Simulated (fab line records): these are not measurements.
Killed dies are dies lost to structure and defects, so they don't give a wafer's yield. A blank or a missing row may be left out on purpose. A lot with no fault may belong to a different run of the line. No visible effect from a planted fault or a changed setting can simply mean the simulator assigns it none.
8D (eight disciplines) problem report, filled in by code	flow sky130	the parts of the form that need people (team, actions taken, sign-off) are left out

## 1. PROBLEM STATEMENT
Wafers without a fault read 3.3, standard deviation 1.9; killed_at_M4_up at SKY_PAD_OPEN_PROBE_99 reads a mean of 53.0 on 2 wafers belonging to 2 lots. That puts it +26 standard deviations away from the usual mean.
First observed at day 48 21:05: wafer L309.1, on prober-01. At this step, 18 wafers from 6 lots have a number in the record. By rule, "out" or "out of limits" means more than 4 standard deviations away from the usual mean. All remaining wafers that have a number are taken as sound.

## 2. WHAT IT IS, WHAT IT ISN'T
question	is	is not
which readings at this step	killed_at_M4_up, defect-limited-yield, killed-dies, sort_bin_3_pad_short, sort-n-pass, sort-yield-pct	killed_at_M0_to_M3, killed-at-front-end, killed-at-other, killed-open, killed-short, sort_bin_6_memory
which lots	L309, L310	L298, L302, L304, L317
which wafers of those lots	L309.1, L310.2	L309.3, L309.6, L310.4, L310.5
read on which tools	prober-01, prober-02	-
when	from day 48 21:05	up to then (9 sound wafers); but 7 sound wafers of L309, L310, L317 came after

## 3. THE SUSPECTS, EACH WITH WHAT RULES IT OUT
Counting: any tool at a process step up to the reading remains a suspect provided it ran every lot that is out. Sound lots after the first of them don't rule it out here, since some wafers of a struck lot are sound.
- cvd-w-02 at SKY_VIA3_CVD_21 (deposits W, target thk 390 nm, time 117.31 s): kept. It ran every lot that is out, first L309 (day 43 07:56); its last sound lot up to then is L298 (day 39 15:22).
- cmp-01 at SKY_VIA3_CMP_24 (polishes, stops on SiO2, t overpolish 20 s, target thk 0 nm): kept. It ran every lot that is out, first L309 (day 43 09:07); its last sound lot up to then is L304 (day 42 03:30).
- pvd-sputter-03 at SKY_METAL4_SPUTTER_01 (material TiN, target thk 20 nm, time 16.7 s): kept. It ran every lot that is out, first L309 (day 43 09:20); its last sound lot up to then is L298 (day 39 15:59).
cvd-w-02 at SKY_VIA3_CVD_21, cmp-01 at SKY_VIA3_CMP_24 and pvd-sputter-03 at SKY_METAL4_SPUTTER_01 are what is left after counting.

## 4. THE CAUSE (what the simulator had put in)
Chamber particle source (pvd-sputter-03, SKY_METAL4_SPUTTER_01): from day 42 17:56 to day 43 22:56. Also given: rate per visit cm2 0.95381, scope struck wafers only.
After counting, 3 suspects remain, this tool included.

## 5. SEQUENCE OF EFFECTS, ordered by route
One row per reading whose mean, taken over the struck wafers that have a number, lies over 3 standard deviations from the usual. Readings are gone through only where the record gives a usual standard deviation; hours: the median, over the lots, of the time from a lot's start at the first step in this table giving one to that lot's start at this step; sigmas: the change measured in usual standard deviations.
hours	step	reading	usual	on struck wafers	change	sigmas
0	SKY_PAD_OPEN_PROBE_99	defect-limited-yield	82.6 %	73.4	-9.2	-4.8
0	SKY_PAD_OPEN_PROBE_99	killed_at_M4_up	3.3	53.0	+49.7	+26
0	SKY_PAD_OPEN_PROBE_99	killed-dies	86	131	+45	+4.7
0	SKY_PAD_OPEN_PROBE_99	sort_bin_3_pad_short	0.9 %	3.6	+2.7	+6.4
0	SKY_PAD_OPEN_PROBE_99	sort_bin_5_function	10.2 %	16.1	+5.9	+4.0
0	SKY_PAD_OPEN_PROBE_99	sort-n-pass	406	361	-45	-4.7
0	SKY_PAD_OPEN_PROBE_99	sort-yield-pct	82.6 %	73.4	-9.2	-4.8
Here are the process steps it includes:
- SKY_PAD_OPEN_PROBE_99

## 6. HOW IT WOULD HAVE BEEN CAUGHT EARLIER
The fault began at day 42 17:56; the first out-of-limits reading in this record came at day 48 21:05, 147 hours later.
Tool readings at SKY_METAL4_SPUTTER_01 with a usual standard deviation given in the record: none out on any struck wafer, hence no alarm at a limit of 4 standard deviations on them.
All the lots that are out (2) had begun SKY_METAL4_SPUTTER_01 on pvd-sputter-03 by day 48 21:05. Tool hold at that time: it would have spared none of them.
